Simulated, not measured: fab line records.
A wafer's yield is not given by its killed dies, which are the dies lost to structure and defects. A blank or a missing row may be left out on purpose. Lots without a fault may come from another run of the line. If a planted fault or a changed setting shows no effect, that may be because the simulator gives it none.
Matching of chambers | flow sky130 | pecvd-01 running SKY_CONTACT_CVD_00: 3 sister chambers
The step deposits Si3N4, target thk 75 nm. 14 wafers are shown with their chamber, then 7 later ones without.

== WAFERS PAIRED WITH THEIR CHAMBERS ==
wafer  | chamber | heaterPowerW (W) | rfFwdPowerW (W) | susceptorTempC (C)
L077.1 | 0       | 659              | 447.5           | 399.72
L077.4 | 2       | 884              | 445.4           | 400.03
L077.5 | 1       | 690              | 444.6           | 399.97
L078.1 | 2       | 830              | 440.8           | 399.82
L078.2 | 1       | 685              | 444.5           | 399.71
L078.6 | 0       | 648              | 446.8           | 400.15
L080.1 | 1       | 698              | 443.6           | 400.09
L080.5 | 0       | 753              | 444.3           | 399.96
L080.6 | 2       | 877              | 443.9           | 399.61
L084.2 | 2       | 900              | 445.2           | 399.58
L084.3 | 0       | 776              | 444.0           | 400.47
L084.4 | 2       | 887              | 443.4           | 399.45
L085.1 | 1       | 696              | 443.8           | 399.77
L085.2 | 0       | 700              | 447.2           | 400.00

SIGNATURES (means of the wafers above)
reading        | chamber 0 | chamber 1 | chamber 2 | scatter within a chamber
heaterPowerW   | 707.20    | 692.25    | 875.60    | 37.8
rfFwdPowerW    | 445.960   | 444.125   | 443.740   | 1.53
susceptorTempC | 400.0600  | 399.8850  | 399.6980  | 0.235
Rule: a wafer lies at a distance from a chamber equal to the root of the sum of squares, over the readings, of (its reading less the chamber's mean, divided by the reading's scatter). If the next closest chamber is less than 2 further off than the closest, the wafer can't be placed; otherwise it belongs to the closest. The scatter is the square root of a quotient: the sum, over the shown wafers, of each reading's squared deviation from its chamber's mean, divided by wafers minus chambers.

== WAFERS WITHOUT THEIR CHAMBER ==
wafer  | heaterPowerW (W) | rfFwdPowerW (W) | susceptorTempC (C)
L085.4 | 686              | 444.7           | 400.42
L091.4 | 878              | 443.5           | 400.07
L091.5 | 698              | 447.1           | 399.96
L091.6 | 853              | 443.2           | 400.17
L092.1 | 825              | 442.7           | 399.64
L092.5 | 706              | 448.4           | 400.19
L092.6 | 816              | 445.0           | 399.80

== CHAMBER TAKEN BY EACH ==
wafer  | from the rows above          | in truth
L085.4 | can't be placed: 0 or 1      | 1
L091.4 | 2                            | 2
L091.5 | can't be placed: 0 or 1      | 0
L091.6 | 2                            | 2
L092.1 | 2                            | 2
L092.5 | can't be placed: 0 or 1      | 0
L092.6 | can't be placed: 2 or 0 or 1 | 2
Correctly placed: 3 of 7. These rows do not allow placing 4 (true chamber among the candidates in 4). Placed wrongly: 0.
